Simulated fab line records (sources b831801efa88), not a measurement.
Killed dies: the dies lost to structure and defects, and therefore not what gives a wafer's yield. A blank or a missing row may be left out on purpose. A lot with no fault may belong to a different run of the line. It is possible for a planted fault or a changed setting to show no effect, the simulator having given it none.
Code-filled problem report in 8D (eight disciplines) form	flow sky130	the parts of the form that need people (team, actions taken, sign-off) are left out

## 1. WHAT IS WRONG
VIA2_W_RS at SKY_VIA2_RS_MEAS_22 reads a mean of 0.214 ohm/sq on 3 wafers of 2 lots; wafers without a fault read 0.272 ohm/sq with a standard deviation of 0.0038. Relative to the usual mean, that is a shift of -15 standard deviations.
The step: measures by four-point-probe.
First seen on wafer L869.4, day 40 22:59, on filmMetro-02. Wafers with a number at this step in the record: 30, from 10 lots. Rule for "out" (also "out of limits"): further than 4 standard deviations from the usual mean. All remaining wafers that have a number are taken as sound.

## 2. WHAT IT IS, WHAT IT ISN'T
question	is	is not
which readings at this step	VIA2_W_RS	-
which lots	L869, L871	L856, L857, L859, L870, L872, L875, L877, L878
which wafers of those lots	L869.4, L869.6, L871.5	L869.5, L871.2, L871.6
read on which gauges	filmMetro-01, filmMetro-02	filmMetro-04
when	from day 40 22:59	up to then (10 sound wafers); but 17 sound wafers of L870, L871, L872, L875, L877, L878 came after

## 3. WHAT RULES OUT EACH SUSPECT
Counting: a tool at a process step up to the reading stays a suspect if it ran every lot that is out. Sound lots after the first of them don't rule it out here, since some wafers of a struck lot are sound.
- the gauge at SKY_VIA2_RS_MEAS_22 has been ruled out. The wafers that are out were read on 2 gauges (filmMetro-01, filmMetro-02).
- rieDiel-01 at SKY_VIA1_ETCH_14 (etches BARC in N2/H2, stops on SiO2, time 45.9 s, target depth 60 nm): kept. Every lot that is out went through it, the first being L869 (day 38 17:32); the last sound lot it ran before that was L859 (day 34 21:35).
- cvdW-01 at SKY_VIA2_CVD_21 (deposits W, target thk 420 nm, time 126.4 s): kept. Every lot that is out went through it, the first being L869 (day 40 22:51); the last sound lot it ran before that was L859 (day 37 05:25).
- Within cvdW-01 at SKY_VIA2_CVD_21, the wafers that are out were processed in chamber 0 and their sound lot-mates in chamber 1.
The count leaves cvdW-01 at SKY_VIA2_CVD_21 and rieDiel-01 at SKY_VIA1_ETCH_14.

## 4. THE CAUSE (what the simulator had put in)
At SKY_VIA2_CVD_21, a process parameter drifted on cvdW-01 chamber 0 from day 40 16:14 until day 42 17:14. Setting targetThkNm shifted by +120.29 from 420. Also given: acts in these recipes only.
Counting left 2 suspects, and this tool is among them.

## 5. SEQUENCE OF EFFECTS, ordered by route
Each row: a reading whose mean over the struck wafers that have a number lies more than 3 standard deviations from the usual. Only readings whose record carries a usual standard deviation are examined. hours: median over the lots of the time between each lot's start at the first step of this table that gives one and its start at this step. sigmas: the change, counted in usual standard deviations.
hours	step	reading	usual	on struck wafers	change	sigmas
0	SKY_VIA2_RS_MEAS_22	VIA2_W_RS	0.272 ohm/sq	0.214	-0.058	-15
0	SKY_VIA2_THK_MEAS_23	VIA2_W_THK	440 nm	568	+128	+14
1	SKY_VIA2_CMP_24	timeToEndpointS	101 s	129	+28	+8.2
Process steps it contains:
- SKY_VIA2_CMP_24: polishes, stops on SiO2, t overpolish 20 s, target thk 0 nm.

## 6. WHAT WOULD HAVE CAUGHT IT SOONER
The first out-of-limits reading at a measuring or inspecting step in this record came at day 40 22:59, 7 hours after the fault's start at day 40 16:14.
Of the tool readings at SKY_VIA2_CVD_21 for which the record gives a usual standard deviation, none was out on any struck wafer, so an alarm limit of 4 standard deviations on them would not have fired.
L871, from the lots that are out (2), started SKY_VIA2_CVD_21 on cvdW-01 later than day 40 22:59. Holding the tool at that time would have saved it.
